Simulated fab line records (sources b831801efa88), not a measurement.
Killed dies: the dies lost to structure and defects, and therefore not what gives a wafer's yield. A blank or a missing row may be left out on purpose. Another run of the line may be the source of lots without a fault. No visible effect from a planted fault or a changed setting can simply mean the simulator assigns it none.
A lot that was struck, set against a sound lot ; flow gf180mcu ; 27 out of 602 route steps
Sound: wafers L875.4, L875.5, L875.6. Wafers struck: L884.1, L884.2, L884.5. The cause is given at the end.
Order at every step that has rows: each side's tool, ch and its chambers, its first start. Under that, the readings that differ: sound wafers ; struck wafers ; difference of the means ; sigmas: that difference in standard deviations of wafers without a fault.
alike: readings whose means differ by less than 2 such deviations, and words and numbers that are the same on both sides. not compared: withheld readings, readings that some wafer has no value for, bounds like >300 that may hide the same value, and numbers for which the record gives no deviation and whose values overlap.
The two part at a step that has a row with sigmas, a row that says differs or no value, or rows on one side only. Numbers that don't overlap but have no deviation are shown without sigmas and don't part them. Lack of a reading on every wafer of one side parts them only where that side has two or more wafers.

GF_V1_ETCH_16: etches BARC in N2/H2.
  sound on rieDiel-03 ch 1,2,3, day 20 01:44; struck on rieDiel-03 ch 0,1,2, day 22 23:01
  alike: drypumpMotorCurrentA, oesProductAu, throttleValvePct
GF_V1_ETCH_17: etches SiO2 in C4F8/O2/Ar, stops on TiN, target depth 630 nm.
  sound on rieDiel-03 ch 1,2,3; struck on rieDiel-03 ch 0,1,2
  alike: oesProductAu
then, 4 steps without rows for these wafers: GF_V1_STRIP_18 (strips in O2/N2); GF_V1_STRIP_19 (strips in post etch residue remover, time 1200 s); GF_V1_CLEAN_20 (cleans in DIW); GF_V1_SPUTTER_21 (material Ti, target thk 15 nm, time 80.02 s).
GF_V1_SPUTTER_22: material TiN, target thk 10 nm, time 40 s.
  sound on pvdSputter-02, day 20 02:27; struck on pvdSputter-02, day 22 23:45
  alike: cathodeDcPowerW, chamberPressurePa, throttleValvePct
GF_V1_CVD_23: deposits W, target thk 350 nm, time 105.05 s.
  sound on cvdW-02 ch 0,1, day 20 02:32; struck on cvdW-02 ch 0,1, day 22 23:47
  alike: heaterPowerW
GF_V1_RS_MEAS_24: the measuring method here is four-point-probe.
  sound on filmMetro-03, day 20 02:40; struck on filmMetro-03, day 22 23:54
  alike: V1_W_RS
GF_V1_THK_MEAS_25: measures by xrf.
  sound on filmMetro-03, day 20 02:45; struck on filmMetro-03, day 23 00:01
  alike: V1_W_THK
then, 2 steps without rows for these wafers: GF_V1_CMP_26 (polishes, stops on SiO2, t overpolish 15 s, target thk 0 nm); GF_M2_SPUTTER_00 (material Ti, target thk 37.5 nm, time 150 s).
GF_M2_SPUTTER_01: material TiN, target thk 30 nm, time 25 s.
  sound on pvdSputter-04, day 20 03:11; struck on pvdSputter-03, day 23 00:29
  no value came back on the struck wafers for cathodeDcPowerW (W), chamberPressurePa (Pa), throttleValvePct (%); on the sound wafers cathodeDcPowerW (W) reads 6498.7 6499.7 6500.6
GF_M2_SPUTTER_02: material AlCu, target thk 450 nm, time 23.9 s.
  sound on pvdSputter-04, day 20 03:13; struck on pvdSputter-03, day 23 00:31
  alike: cathodeDcPowerW, chamberPressurePa, throttleValvePct
then, 9 steps without rows for these wafers: GF_M2_SPUTTER_03 (material Ti, target thk 10 nm, time 6.7 s); GF_M2_SPUTTER_04 (material TiN, target thk 50 nm, time 41.7 s); GF_M2_DEHYDRATE_07 (time 60 s); GF_M2_HMDS_08 (prime time 60 s); GF_M2_COAT_09 (resist thk 1000 nm); GF_M2_SOFTBAKE_10 (time 60 s); GF_M2_EXPOSE_11 (exposes mask Metal2, target cd 280 nm); GF_M2_PEB_12 (peb time 90 s); GF_M2_DEVELOP_13 (develop time 60 s).
GF_M2_CD_MEAS_14: target cd 280 nm.
  sound on cdSem-01, day 21 03:34; struck on cdSem-01, day 23 21:16
  alike: cdNm
GF_M2_OVL_MEAS_15:
  sound on overlay-01, day 21 03:38; struck on overlay-01, day 23 21:23
  alike: M2_OVL
GF_M2_METAL_ETCH_16: etches the open film in Cl2/BCl3, stops on SiO2, target depth 627.5 nm, time 104.6 s.
  sound on rieMetal-04 ch 1, day 21 03:46; struck on rieMetal-02 ch 1, day 23 21:25
reading;sound;struck;difference;sigmas
oesProductAu (a.u.);0.973 0.964 0.963;0.950 0.938 0.943;-0.023;-4
throttleValvePct (%);28.253 28.261 28.251;28.278 28.280 28.286;+0.026;+3
  alike: bcl3FlowSccm, drypumpMotorCurrentA
  not compared: rfHoursCounterH
then, 1 step without rows for these wafers: GF_M2_STRIP_17 (strips in O2/N2).

== WHERE THEY PART ==
Last at GF_M2_METAL_ETCH_16 as far as this record goes, first at GF_M2_SPUTTER_01.

WHY: what had been put in by the simulator
Step skipped in full: pvdSputter-03, at GF_M2_SPUTTER_01, from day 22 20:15 onward. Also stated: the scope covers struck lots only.
